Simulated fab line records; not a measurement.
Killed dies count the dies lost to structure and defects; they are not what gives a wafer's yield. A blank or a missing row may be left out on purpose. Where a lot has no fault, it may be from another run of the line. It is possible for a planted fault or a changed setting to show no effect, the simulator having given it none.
Problem report, 8D (eight disciplines) form, completed by code    flow gf180mcu    the parts of the form that need people (team, actions taken, sign-off) are left out

1. WHAT IS WRONG
stripTimeToEndpointS at GF_M1_STRIP_17 reads a mean of 7.14 s on 1 wafer of 1 lot; wafers without a fault read 7.88 s with a standard deviation of 0.057. Measured from the usual mean, that is -13 standard deviations.
The step: strips in O2/N2.
The first sign was on wafer L176.2 at day 23 11:28, on plasmaAsher-03. The record holds 33 wafers of 11 lots with a number at this step. Rule for "out" (also "out of limits"): further than 4 standard deviations from the usual mean. All remaining wafers that have a number are taken as sound.

2. WHAT IT IS, AND WHAT IT ISN'T
question                     is                    is not
which readings at this step  stripTimeToEndpointS  drypumpMotorCurrentA, heaterPowerW
which lots                   L176                  L159, L160, L161, L165, L166, L167, L170, L180, L181, L182
which wafers of those lots   L176.2                L176.3, L176.6
read on which tools          plasmaAsher-03        plasmaAsher-01, plasmaAsher-02
when                         from day 23 11:28     up to then (23 sound wafers); but 9 sound wafers of L180, L181, L182 came after

3. THE SUSPECTS, EACH WITH WHAT RULES IT OUT
Counting: any tool at a process step up to the reading remains a suspect provided it ran every lot that is out. Sound lots after the first of them don't rule it out here, since some wafers of a struck lot are sound.
- pvdSputter-03 at GF_CONTACT_SPUTTER_22 (material Ti, target thk 15 nm, time 80.02 s): kept. It processed L176, the lot that is out, at day 22 11:28, and its most recent sound lot before then was L166 at day 18 21:17.
- rieMetal-04 at GF_M1_METAL_ETCH_16 (etches the open film in Cl2/BCl3, stops on SiO2, target depth 627.5 nm, time 104.6 s): kept. It processed L176, the lot that is out, at day 23 11:19, and its most recent sound lot before then was L170 at day 21 16:28.
- plasmaAsher-03 at GF_M1_STRIP_17 (strips in O2/N2): kept. It processed L176, the lot that is out, at day 23 11:28, and its most recent sound lot before then was L167 at day 20 12:01. Its own stripTimeToEndpointS readings are out on those wafers.
After the count, these remain: pvdSputter-03 at GF_CONTACT_SPUTTER_22, rieMetal-04 at GF_M1_METAL_ETCH_16 and plasmaAsher-03 at GF_M1_STRIP_17.

4. THE CAUSE (what the simulator had put in)
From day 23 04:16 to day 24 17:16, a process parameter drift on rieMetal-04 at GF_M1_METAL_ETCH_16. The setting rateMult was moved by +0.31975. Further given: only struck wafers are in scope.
Counting left 3 suspects, and this tool is among them.

5. SEQUENCE OF EFFECTS, ordered by route
Each row: a reading whose mean over the struck wafers that have a number lies more than 3 standard deviations from the usual. Only readings for which the record gives a usual standard deviation are gone through. hours: the time from each lot's start at the first step in this table that gives one to its start at this step, as a median over the lots. sigmas: the change in usual standard deviations.
hours  step            reading               usual       on struck wafers  change  sigmas
0      GF_M1_STRIP_17  oesProductAu          0.557 a.u.  0.537             -0.020  -3.6
0      GF_M1_STRIP_17  stripTimeToEndpointS  7.88 s      7.14              -0.74   -13
It contains these process steps:
- GF_M1_STRIP_17: strips in O2/N2.
Later steps that measure or inspect, where all struck wafers having a row at the step show a number for every such reading and not one has moved that far: GF_V1_THK_MEAS_01.

6. WHAT WOULD HAVE CAUGHT IT SOONER
The fault began at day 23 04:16; the first out-of-limits reading in this record came at day 23 11:28, 7 hours later.
Of the tool readings at GF_M1_METAL_ETCH_16 for which the record gives a usual standard deviation, none was out on any struck wafer, so an alarm limit of 4 standard deviations on them would not have fired.
All the lots that are out (1) had begun GF_M1_METAL_ETCH_16 on rieMetal-04 by day 23 11:28. Tool hold at that time: it would have spared none of them.
